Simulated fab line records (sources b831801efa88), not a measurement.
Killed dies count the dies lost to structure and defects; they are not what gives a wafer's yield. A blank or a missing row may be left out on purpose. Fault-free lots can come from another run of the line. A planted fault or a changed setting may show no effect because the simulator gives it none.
A struck lot beside a sound one    flow gf180mcu    17 out of 602 route steps
Sound: these wafers, L400.2, L400.3, L400.4. The struck wafers were L420.1, L420.2, L420.5. Last of all comes the cause.
Each step with rows lists, per side, the tool, then ch with its chambers, then its first start. Under that, the readings that differ: sound wafers    struck wafers    difference of the means    sigmas: that difference in standard deviations of wafers without a fault.
alike: words and numbers the same on both sides, and readings whose means are apart by under 2 such deviations; not compared: readings that were withheld, readings missing a value for some wafer, numbers with overlapping values and no deviation given by the record, and bounds like >300 which may hide the same value.
A row with sigmas, a row that says differs or no value, or rows on one side alone: a step with any of these is where the two part. Numbers that don't overlap but have no deviation are shown without sigmas and don't part them. A reading that every wafer of one side lacks parts them only if that side has two wafers or more.

first, 4 steps without rows for these wafers: GF_M4_SOFTBAKE_10 (time 60 s); GF_M4_EXPOSE_11 (exposes mask Metal4, target cd 280 nm); GF_M4_PEB_12 (peb time 90 s); GF_M4_DEVELOP_13 (develop time 60 s).
GF_M4_CD_MEAS_14: target cd 280 nm.
  sound on cd-sem-01, day 23 11:53; struck on cd-sem-02, day 29 21:00
  alike: cd-nm
GF_M4_OVL_MEAS_15:
  sound on overlay-01, day 23 11:59; struck on overlay-02, day 29 21:07
  alike: M4_OVL
GF_M4_METAL_ETCH_16: etches the open film in Cl2/BCl3, stops on SiO2, target depth 627.5 nm, time 104.6 s.
  sound on rie-metal-04 ch 0,1, day 23 12:01; struck on rie-metal-03 ch 0,1, day 29 21:10
  alike: drypump-motor-current-A, oes-product-au, rf-fwd-power-W, throttle-valve-pct
  not compared: rf-hours-counter-h
GF_M4_STRIP_17: strips in O2/N2.
  sound on plasma-asher-02 ch 0,1, day 23 12:07; struck on plasma-asher-01 ch 0,1, day 29 21:16
  alike: drypump-motor-current-A, heater-power-w, oes-product-au, strip-time-to-endpoint-s
  not compared: rf-hours-counter-h
then, 3 steps without rows for these wafers: GF_M4_STRIP_18 (strips in post etch residue remover, time 1200 s); GF_M4_CLEAN_19 (cleans in DIW); GF_V4_CVD_00 (deposits SiO2, target thk 600 nm, time 100 s).
GF_V4_THK_MEAS_01:
  sound on film-metro-01, day 23 12:49; struck on film-metro-04, day 29 21:55
  alike: V4_CVD_00_THK
GF_V4_CVD_02: deposits SiO2 from TEOS, target thk 850 nm, time 94.851 s.
  sound on pecvd-01 ch 0,1,2, day 23 12:52; struck on pecvd-03 ch 0,1,2, day 29 21:58
reading                              sound              struck             difference  sigmas
rf-fwd-power-W (W)                   596.8 597.0 595.3  501.5 502.0 504.2  -93.8       -47
model.SiO2_of_V4_CVD_02.thk-nm (nm)  819.9 829.4 843.4  795.7 813.3 809.5  -24.7       
  alike: heater-power-w
GF_V4_THK_MEAS_03:
  sound on film-metro-03, day 23 12:56; struck on film-metro-01, day 29 22:02
reading             sound        struck       difference  sigmas
V4_CVD_02_THK (nm)  820 829 843  795 813 809  -25         -2
GF_V4_CMP_04: polishes SiO2.
  sound on cmp-02 ch 0,2,3, day 23 12:59; struck on cmp-01 ch 0,3, day 29 22:14
reading                 sound     struck    difference  sigmas
time-to-endpoint-s (s)  72 69 77  53 63 59  -14         -3
  alike: motor-current-A, retaining-ring-pressure-frac
GF_V4_BOW_MEAS_05:
  sound on film-metro-04, day 23 13:19; struck on film-metro-01, day 29 22:32
  alike: V4_BOW
GF_PASSIVATION_PROBE_99:
  sound wafers here have rows in the record (prober-01, day 29 03:56); struck ones have none

== WHERE THEY PART ==
Earliest at GF_V4_CVD_02; latest, in this record, at GF_PASSIVATION_PROBE_99.

WHY: what had been put in by the simulator
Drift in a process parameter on pecvd-03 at GF_V4_CVD_02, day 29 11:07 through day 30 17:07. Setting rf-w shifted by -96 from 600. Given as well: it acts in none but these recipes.
